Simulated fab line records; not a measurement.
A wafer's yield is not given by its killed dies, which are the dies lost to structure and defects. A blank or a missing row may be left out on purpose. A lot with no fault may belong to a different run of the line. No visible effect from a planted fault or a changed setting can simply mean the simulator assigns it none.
fab line records + flow sky130
[record]
- lots = 6
- wafers = 18
- lastDay = 50
route steps=708 shown VT_ADJUST_LVTN@116 VT_ADJUST_NCORE@119 PAD_OPEN@708
lots that met no fault: taken from a fault-free run of the same line
startH: start of the lot's first displayed wafer, in hours after the record's first day + waitH: time in hours since the lot's previous step + " repeats the value in the row above + L1.1+2: one row covering several wafers at once + - no value, or no start was given + * or withheld: withheld + < > ~ a bound
route shown NAME@n: a module of which the file shows steps, and the number in the route of the first + usual: mean and standard deviation over wafers with no fault + same: alike in all rows + chamber/n: place in a boat + sites: each site's reading + _std_site: the values' standard deviation + _edge_site: outer sites' mean less inner sites' + radiusMm: for every site, how far away it sits from the centre of the wafer + mask NAME#n: copy n + behind: tool/chamber where the wafer was last shaped + hold: why the lot went on hold/how many hours it stayed there/how the hold came to an end + device: names the non-switching transistor (n, p or np) + end of line: the route-end tests of the same wafers + a step without rows: its recipe alone + killed: not the wafer's yield, but the dies lost to structure and defects at the first sort + map: dies across one wafer; x = killed, . = not, _ = none there
set.NAME: the setting that was run; set.NAME@STEP: the one run at that earlier step + model.NAME: the simulator's own value behind a step, which no gauge read
lots at selected steps of the route; one table per step, one row per wafer
services: the hour from which a tool's chamber was out of use, counted from the record's first day as startH (under 0 if before that day), plus the number of hours and why
[[steps]]
[step SKY_VT_ADJUST_LVTN_IMPLANT_19]
[recipe]
- species = B
- energyKev = 30
- doseCm2 = 6.5e+11
- tiltDeg = withheld
[step SKY_VT_ADJUST_LVTN_STRIP_20]
[recipe]
- chemistry = O2/N2
- powerW = 1400
- pressureMtorr = 1500
- platenTempC = withheld
- o2FlowSccm = 3000
- n2FlowSccm = 300
- overashFraction = 0.5
[usual]
- drypumpMotorCurrentA = 6.0/0.31
- oesProductAu = 0.715/0.005
- stripTimeToEndpointS = 14.19/0.033
| lot.wafer | tool           | chamber | startH | waitH | drypumpMotorCurrentA | oesProductAu | rfHoursCounterH | stripTimeToEndpointS |
|-----------|----------------|---------|--------|-------|----------------------|--------------|-----------------|----------------------|
| L336.2    | plasmaAsher-03 | 0       | 161.25 | 0.1   | 6.5                  | 0.714        | 4               | 14.27                |
| L336.4    | "              | 0       | "      | "     | 6.5                  | 0.714        | -               | 14.20                |
| L336.6    | "              | 0       | "      | "     | 6.5                  | 0.711        | -               | 14.21                |
| L338.2    | plasmaAsher-04 | 1       | 175.36 | 0.1   | 6.3                  | 0.719        | 48              | 14.18                |
| L338.4    | "              | 0       | "      | "     | 6.0                  | 0.707        | -               | 14.18                |
| L338.5    | "              | 0       | "      | "     | 6.0                  | 0.711        | -               | 14.16                |
| L339.1    | plasmaAsher-02 | 1       | 186.80 | 0.1   | 5.6                  | 0.707        | 50              | 14.17                |
| L339.5    | "              | 1       | "      | "     | 5.5                  | 0.710        | -               | 14.17                |
| L339.6    | "              | 0       | "      | "     | 5.9                  | 0.725        | -               | 14.19                |
| L347.3    | plasmaAsher-03 | 0       | 260.87 | 0.1   | 6.4                  | 0.716        | -               | 14.22                |
| L347.4    | "              | 1       | "      | "     | 5.8                  | 0.716        | -               | 14.25                |
| L347.5    | "              | 0       | "      | "     | 6.4                  | 0.713        | -               | 14.18                |
| L349.1    | plasmaAsher-03 | 0       | 266.26 | 0.1   | 6.5                  | 0.706        | 14              | 14.18                |
| L349.3    | "              | 1       | "      | "     | 5.8                  | 0.707        | -               | 14.09                |
| L349.5    | "              | 0       | "      | "     | 6.5                  | 0.708        | -               | 14.17                |
| L356.3    | plasmaAsher-02 | 1       | 300.97 | 0.1   | 5.5                  | 0.714        | -               | 14.19                |
| L356.5    | "              | 1       | "      | "     | 5.6                  | 0.715        | -               | 14.18                |
| L356.6    | "              | 0       | "      | "     | 5.9                  | 0.724        | -               | 14.23                |
[step SKY_VT_ADJUST_LVTN_TW_MEAS_21]
[usual]
- VT_ADJUST_LVTN_2_TW = 190/3.7
| lot.wafer | tool         | chamber | startH | waitH | VT_ADJUST_LVTN_2_TW |
|-----------|--------------|---------|--------|-------|---------------------|
| L336.2    | filmMetro-01 | -       | 161.36 | 0.1   | 187                 |
| L336.4    | "            | -       | "      | "     | 188                 |
| L336.6    | "            | -       | "      | "     | 187                 |
| L338.2    | filmMetro-01 | -       | 175.47 | 0.1   | 188                 |
| L338.4    | "            | -       | "      | "     | 187                 |
| L338.5    | "            | -       | "      | "     | 188                 |
| L339.1    | filmMetro-02 | -       | 186.90 | 0.1   | 192                 |
| L339.5    | "            | -       | "      | "     | 193                 |
| L339.6    | "            | -       | "      | "     | 192                 |
| L347.3    | filmMetro-01 | -       | 260.95 | 0.1   | 186                 |
| L347.4    | "            | -       | "      | "     | 187                 |
| L347.5    | "            | -       | "      | "     | 188                 |
| L349.1    | filmMetro-02 | -       | 266.36 | 0.1   | 195                 |
| L349.3    | "            | -       | "      | "     | 194                 |
| L349.5    | "            | -       | "      | "     | 193                 |
| L356.3    | filmMetro-02 | -       | 301.05 | 0.1   | 193                 |
| L356.5    | "            | -       | "      | "     | 192                 |
| L356.6    | "            | -       | "      | "     | 193                 |
[step SKY_VT_ADJUST_NCORE_DEHYDRATE_00]
[recipe]
- tempC = 200
- timeS = 60
[step SKY_VT_ADJUST_NCORE_HMDS_01]
[recipe]
- primeTimeS = 60
- primeTempC = 120
[step SKY_VT_ADJUST_NCORE_COAT_02]
[recipe]
- resist = NOVOLAK
- spinRpm = 3000
- resistThkNm = 1140
[step SKY_VT_ADJUST_NCORE_SOFTBAKE_03]
[recipe]
- tempC = 90
- timeS = 60
- resist = NOVOLAK
[step SKY_VT_ADJUST_NCORE_EXPOSE_04]
[recipe]
- maskId = LVTN_COMPLEMENT_THIN
- na = 0.6
- sourceShape = conventional
- sigmaOuter = 0.6
- polarization = unpolarized
- targetCdNm = 380
- doseMj = 139
[step SKY_VT_ADJUST_NCORE_PEB_05]
[recipe]
- tempC = withheld
- timeS = *
- resist = NOVOLAK
[step SKY_VT_ADJUST_NCORE_DEVELOP_06]
[recipe]
- resist = NOVOLAK
- developer = TMAH
- developTimeS = 60
- devTempC = 23
[step SKY_VT_ADJUST_NCORE_CD_MEAS_07]
[recipe]
- targetCdNm = 380
[usual]
- cdNm = 380.7/2.3
| lot.wafer | tool     | chamber | startH | waitH | cdNm  |
|-----------|----------|---------|--------|-------|-------|
| L336.2    | cdSem-01 | -       | 181.70 | 0.1   | 380.0 |
| L336.4    | "        | -       | "      | "     | 381.7 |
| L336.6    | "        | -       | "      | "     | 380.0 |
| L338.2    | cdSem-01 | -       | 195.43 | 0.1   | 382.3 |
| L338.4    | "        | -       | "      | "     | 382.6 |
| L338.5    | "        | -       | "      | "     | 382.5 |
| L339.1    | cdSem-01 | -       | 207.87 | 0.1   | 380.2 |
| L339.5    | "        | -       | "      | "     | 379.9 |
| L339.6    | "        | -       | "      | "     | 380.3 |
| L347.3    | cdSem-02 | -       | 284.96 | 0.1   | 379.4 |
| L347.4    | "        | -       | "      | "     | 377.5 |
| L347.5    | "        | -       | "      | "     | 379.6 |
| L349.1    | cdSem-01 | -       | 291.31 | 0.1   | 385.3 |
| L349.3    | "        | -       | "      | "     | 382.7 |
| L349.5    | "        | -       | "      | "     | 382.5 |
| L356.3    | cdSem-02 | -       | 327.11 | 0.1   | 380.6 |
| L356.5    | "        | -       | "      | "     | 378.6 |
| L356.6    | "        | -       | "      | "     | 380.5 |
[step SKY_VT_ADJUST_NCORE_OVL_MEAS_08]
[usual]
- VT_ADJUST_NCORE_OVL = 0.8/1.5
| lot.wafer | tool       | chamber | startH | waitH | VT_ADJUST_NCORE_OVL[nm] |
|-----------|------------|---------|--------|-------|-------------------------|
| L336.2    | overlay-02 | -       | 181.80 | 0.1   | 0.8                     |
| L336.4    | "          | -       | "      | "     | 1.0                     |
| L336.6    | "          | -       | "      | "     | 0.6                     |
| L338.2    | overlay-02 | -       | 195.54 | 0.1   | 1.0                     |
| L338.4    | "          | -       | "      | "     | 3.2                     |
| L338.5    | "          | -       | "      | "     | 1.7                     |
| L339.1    | overlay-02 | -       | 207.99 | 0.1   | 0.9                     |
| L339.5    | "          | -       | "      | "     | -0.3                    |
| L339.6    | "          | -       | "      | "     | 0.8                     |
| L347.3    | overlay-01 | -       | 285.05 | 0.1   | 2.1                     |
| L347.4    | "          | -       | "      | "     | 0.2                     |
| L347.5    | "          | -       | "      | "     | 2.5                     |
| L349.1    | overlay-02 | -       | 291.43 | 0.1   | 2.2                     |
| L349.3    | "          | -       | "      | "     | 2.1                     |
| L349.5    | "          | -       | "      | "     | 1.7                     |
| L356.3    | overlay-01 | -       | 327.20 | 0.1   | 0.9                     |
| L356.5    | "          | -       | "      | "     | 1.6                     |
| L356.6    | "          | -       | "      | "     | 2.9                     |
[step SKY_VT_ADJUST_NCORE_IMPLANT_09]
[recipe]
- species = B
- energyKev = 10
- doseCm2 = 2.4e+12
- tiltDeg = withheld
[usual]
- beamEnergyKeV = 10.000/0.0032
| lot.wafer | tool         | chamber | startH | waitH | beamEnergyKeV | model.implant.drpNm |
|-----------|--------------|---------|--------|-------|---------------|---------------------|
| L336.2    | implanter-04 | 0       | 181.86 | 0.0   | 10.004        | 17.11               |
| L336.4    | "            | 0       | "      | "     | 10.007        | 17.11               |
| L336.6    | "            | 0       | "      | "     | 10.005        | 17.11               |
| L338.2    | implanter-04 | 0       | 195.60 | 0.0   | 9.745         | 16.81               |
| L338.4    | "            | 0       | "      | "     | 9.743         | 16.81               |
| L338.5    | "            | 0       | "      | "     | 9.745         | 16.81               |
| L339.1    | implanter-04 | 0       | 208.02 | 0.0   | 9.741         | 16.81               |
| L339.5    | "            | 0       | "      | "     | 9.742         | 16.81               |
| L339.6    | "            | 0       | "      | "     | 9.743         | 16.81               |
| L347.3    | implanter-02 | 0       | 285.12 | 0.1   | 10.000        | 17.11               |
| L347.4    | "            | 0       | "      | "     | 10.001        | 17.11               |
| L347.5    | "            | 0       | "      | "     | 9.999         | 17.11               |
| L349.1    | implanter-03 | 0       | 291.47 | 0.0   | 9.998         | 17.11               |
| L349.3    | "            | 0       | "      | "     | 9.996         | 17.11               |
| L349.5    | "            | 0       | "      | "     | 10.002        | 17.11               |
| L356.3    | implanter-02 | 0       | 327.27 | 0.1   | 10.000        | 17.11               |
| L356.5    | "            | 0       | "      | "     | 10.006        | 17.11               |
| L356.6    | "            | 0       | "      | "     | 9.997         | 17.11               |
[step SKY_VT_ADJUST_NCORE_STRIP_10]
[recipe]
- chemistry = O2/N2
- powerW = 1400
- pressureMtorr = 1500
- platenTempC = withheld
- o2FlowSccm = 3000
- n2FlowSccm = 300
- overashFraction = 0.5
[usual]
- drypumpMotorCurrentA = 5.95/0.29
- oesProductAu = 0.716/0.0047
- stripTimeToEndpointS = 14.19/0.045
| lot.wafer | tool           | chamber | startH | waitH | drypumpMotorCurrentA | oesProductAu | rfHoursCounterH | stripTimeToEndpointS |
|-----------|----------------|---------|--------|-------|----------------------|--------------|-----------------|----------------------|
| L336.2    | plasmaAsher-02 | 1       | 181.98 | 0.1   | 5.57                 | 0.714        | 49              | 14.14                |
| L336.4    | "              | 1       | "      | "     | 5.60                 | 0.718        | -               | 14.17                |
| L336.6    | "              | 1       | "      | "     | 5.57                 | 0.713        | -               | 14.16                |
| L338.2    | plasmaAsher-02 | 1       | 195.72 | 0.1   | 5.52                 | 0.715        | 51              | 14.14                |
| L338.4    | "              | 0       | "      | "     | 5.95                 | 0.712        | -               | 14.13                |
| L338.5    | "              | 0       | "      | "     | 5.94                 | 0.708        | -               | 14.14                |
| L339.1    | plasmaAsher-01 | 0       | 208.17 | 0.1   | 6.15                 | 0.719        | 40              | 14.20                |
| L339.5    | "              | 1       | "      | "     | 6.07                 | 0.709        | -               | 14.17                |
| L339.6    | "              | 0       | "      | "     | 6.14                 | 0.712        | -               | 14.22                |
| L347.3    | plasmaAsher-03 | 0       | 285.26 | 0.1   | 6.49                 | 0.717        | -               | 14.24                |
| L347.4    | "              | 1       | "      | "     | 5.79                 | 0.725        | -               | 14.23                |
| L347.5    | "              | 1       | "      | "     | 5.80                 | 0.715        | -               | 14.21                |
| L349.1    | plasmaAsher-03 | 0       | 291.62 | 0.1   | 6.46                 | 0.717        | 17              | 14.21                |
| L349.3    | "              | 0       | "      | "     | 6.49                 | 0.715        | -               | 14.17                |
| L349.5    | "              | 1       | "      | "     | 5.80                 | 0.719        | -               | 14.22                |
| L356.3    | plasmaAsher-02 | 1       | 327.41 | 0.1   | 5.51                 | 0.718        | -               | 14.27                |
| L356.5    | "              | 0       | "      | "     | 5.91                 | 0.721        | -               | 14.21                |
| L356.6    | "              | 1       | "      | "     | 5.54                 | 0.717        | -               | 14.20                |
[step SKY_PAD_OPEN_PROBE_99]
[usual]
- killed_at_M0_to_M3 = 44/7.3
- killed_at_M4_up = 3.1/1.9
- killedAtContacts = 24/5.3
- killedAtFrontEnd = 15/4
- killedAtOther = 0.4/0.6
- killedDies = 86/9.2
- killedOpen = 47/6.9
- killedShort = 39/6.9
[same]
- grossDies = 492
- killedAtBackSide = 0
| lot.wafer | tool      | chamber | startH  | waitH | killed_at_M0_to_M3 | killed_at_M4_up | killedAtContacts | killedAtFrontEnd | killedAtOther | killedDies | killedOpen | killedShort |
|-----------|-----------|---------|---------|-------|--------------------|-----------------|------------------|------------------|---------------|------------|------------|-------------|
| L336.2    | prober-01 | -       | 1068.48 | 0.1   | 53                 | 1               | 22               | 18               | 0             | 94         | 52         | 42          |
| L336.4    | prober-01 | -       | 1068.58 | 0.2   | 39                 | 4               | 26               | 19               | 0             | 88         | 50         | 38          |
| L336.6    | prober-01 | -       | 1068.68 | 0.2   | 54                 | 2               | 22               | 21               | 0             | 99         | 53         | 46          |
| L338.2    | prober-01 | -       | 1085.83 | 0.1   | 30                 | 5               | 26               | 9                | 2             | 72         | 43         | 27          |
| L338.4    | prober-01 | -       | 1085.93 | 0.2   | 34                 | 3               | 24               | 15               | 3             | 79         | 46         | 32          |
| L338.5    | prober-01 | -       | 1085.98 | 0.2   | 45                 | 7               | 20               | 15               | 0             | 87         | 46         | 41          |
| L339.1    | prober-02 | -       | 1094.53 | 0.1   | 44                 | 1               | 27               | 17               | 0             | 89         | 47         | 42          |
| L339.5    | prober-02 | -       | 1094.73 | 0.2   | 48                 | 8               | 26               | 16               | 2             | 100        | 51         | 48          |
| L339.6    | prober-02 | -       | 1094.78 | 0.2   | 45                 | 9               | 19               | 10               | 0             | 83         | 37         | 46          |
| L356.3    | prober-01 | -       | 1188.89 | 0.2   | 25                 | 2               | 25               | 13               | 0             | 65         | 37         | 28          |
| L356.5    | prober-01 | -       | 1188.99 | 0.2   | 46                 | 5               | 30               | 9                | 1             | 91         | 50         | 40          |
| L356.6    | prober-01 | -       | 1189.04 | 0.2   | 41                 | 4               | 19               | 15               | 0             | 79         | 44         | 35          |
// killed by level:class
L336.2 VIA1:geometricParticle:open=13 METAL2:geometricParticle:short=9 VIA2:geometricParticle:open=7 FIELD_ISO:geometricParticle:open=6 CONTACT:geometricParticle:open=6 LI_CONTACT:geometricParticle:open=5 VIA3:geometricParticle:open=5 VIA3:geometricParticle:short=4
L336.4 VIA1:geometricParticle:open=11 CONTACT:geometricParticle:open=10 LOCAL_INTERCONNECT:geometricParticle:short=8 VIA3:geometricParticle:open=5 FIELD_ISO:geometricParticle:open=5 LI_CONTACT:geometricParticle:open=5 METAL2:geometricParticle:short=5 VIA3:geometricParticle:short=5
L336.6 VIA1:geometricParticle:open=13 METAL2:geometricParticle:short=9 LI_CONTACT:geometricParticle:open=7 VIA2:geometricParticle:open=7 VIA3:geometricParticle:open=7 FIELD_ISO:geometricParticle:short=6 CONTACT:geometricParticle:open=6 LOCAL_INTERCONNECT:geometricParticle:short=6
L338.2 CONTACT:geometricParticle:open=11 LI_CONTACT:geometricParticle:open=6 VIA1:geometricParticle:open=6 VIA3:geometricParticle:open=6 LOCAL_INTERCONNECT:geometricParticle:short=4 FIELD_ISO:geometricParticle:open=3 POLY_GATE:geometricParticle:open=3 METAL1:geometricParticle:short=3
L338.4 LI_CONTACT:geometricParticle:open=10 VIA1:geometricParticle:open=9 CONTACT:geometricParticle:open=6 VIA3:geometricParticle:open=6 METAL2:geometricParticle:short=5 FIELD_ISO:geometricParticle:short=4 FIELD_ISO:geometricParticle:open=4 CONTACT:geometricParticle:short=4
L338.5 VIA2:geometricParticle:open=12 VIA1:geometricParticle:open=12 CONTACT:geometricParticle:open=9 FIELD_ISO:geometricParticle:short=6 METAL3:geometricParticle:short=6 METAL4:geometricParticle:short=6 LI_CONTACT:geometricParticle:open=5 METAL1:geometricParticle:short=5
L339.1 VIA1:geometricParticle:open=12 VIA3:geometricParticle:open=9 CONTACT:geometricParticle:open=9 METAL1:geometricParticle:short=8 LI_CONTACT:geometricParticle:short=6 FIELD_ISO:geometricParticle:open=5 CONTACT:geometricParticle:short=5 FIELD_ISO:geometricParticle:short=4
L339.5 LI_CONTACT:geometricParticle:open=13 VIA1:geometricParticle:short=12 VIA3:geometricParticle:open=9 VIA1:geometricParticle:open=8 METAL4:geometricParticle:short=7 VIA2:geometricParticle:open=6 FIELD_ISO:geometricParticle:open=5 FIELD_ISO:geometricParticle:short=5
L339.6 METAL2:geometricParticle:short=9 VIA3:geometricParticle:open=9 LI_CONTACT:geometricParticle:open=7 METAL1:geometricParticle:short=7 METAL4:geometricParticle:short=7 CONTACT:geometricParticle:open=6 VIA1:geometricParticle:open=6 VIA1:geometricParticle:short=5
L356.3 LI_CONTACT:geometricParticle:open=7 LOCAL_INTERCONNECT:geometricParticle:short=7 CONTACT:geometricParticle:open=6 POLY_GATE:geometricParticle:short=5 LI_CONTACT:geometricParticle:short=4 VIA3:geometricParticle:open=4 VIA2:geometricParticle:open=4 METAL1:geometricParticle:open=3
L356.5 VIA1:geometricParticle:open=16 LI_CONTACT:geometricParticle:open=13 VIA2:geometricParticle:open=8 LOCAL_INTERCONNECT:geometricParticle:short=5 CONTACT:geometricParticle:open=5 METAL4:geometricParticle:short=5 POLY_GATE:geometricParticle:short=4 LI_CONTACT:geometricParticle:short=4
L356.6 VIA3:geometricParticle:open=14 LI_CONTACT:geometricParticle:open=8 VIA1:geometricParticle:short=7 CONTACT:geometricParticle:open=6 POLY_GATE:geometricParticle:short=4 POLY_GATE:geometricParticle:open=4 METAL2:geometricParticle:short=4 METAL4:geometricParticle:short=4
[[services]]
| tool           | chamber | startH | hours | kind   |
|----------------|---------|--------|-------|--------|
| implanter-04   | -       | 186.75 | 3.6   | repair |
| implanter-03   | -       | 193.92 | 0.9   | repair |
| plasmaAsher-01 | -       | 245.28 | 2.8   | pm     |
| implanter-02   | -       | 261.43 | 6.0   | repair |
| plasmaAsher-02 | -       | 289.18 | 0.8   | repair |
| implanter-03   | -       | 292.76 | 4.6   | pm     |
| implanter-02   | -       | 300.10 | 3.1   | pm     |
| implanter-04   | -       | 306.67 | 1.8   | repair |
| plasmaAsher-04 | -       | 307.17 | 1.6   | repair |
| plasmaAsher-01 | -       | 318.18 | 0.5   | repair |
| implanter-03   | -       | 322.08 | 4.7   | pm     |
| implanter-04   | -       | 326.57 | 22.0  | pm     |
[[key]]
[firstSign]
- step = SKY_VT_ADJUST_NCORE_IMPLANT_09
- reading = beamEnergyKeV
- direction = down
- sigmas = 80
- usual = *
- struck = *
effect none on later readings
[modelEffect]
- step = SKY_VT_ADJUST_NCORE_IMPLANT_09
- value = implant.drpNm
- without = 17.11
- struck = 16.81
metAt SKY_VT_ADJUST_NCORE_IMPLANT_09
struckWafers L338.2,L338.4,L338.5,L339.1,L339.5,L339.6
testerLeftOut L338,L339
onsetBetween 181.86 195.60
[fault]
- kind = processParameterDrift
- tool = implanter-04
- chamber = -
- onsetH = 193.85
- steps = SKY_VT_ADJUST_NCORE_IMPLANT_09
- channel = energyKev
- offset = *
- shape = step
- endH = 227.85
- actsIn = *
- stated = *
// testerLeftOut: of these lots the tester's yield and bins aren't shown, on N5 and GAA mostly nor the transistor test; their killed dies are dies lost to structure and defects alone, not to doping, threshold or leakage, so they don't give the yield
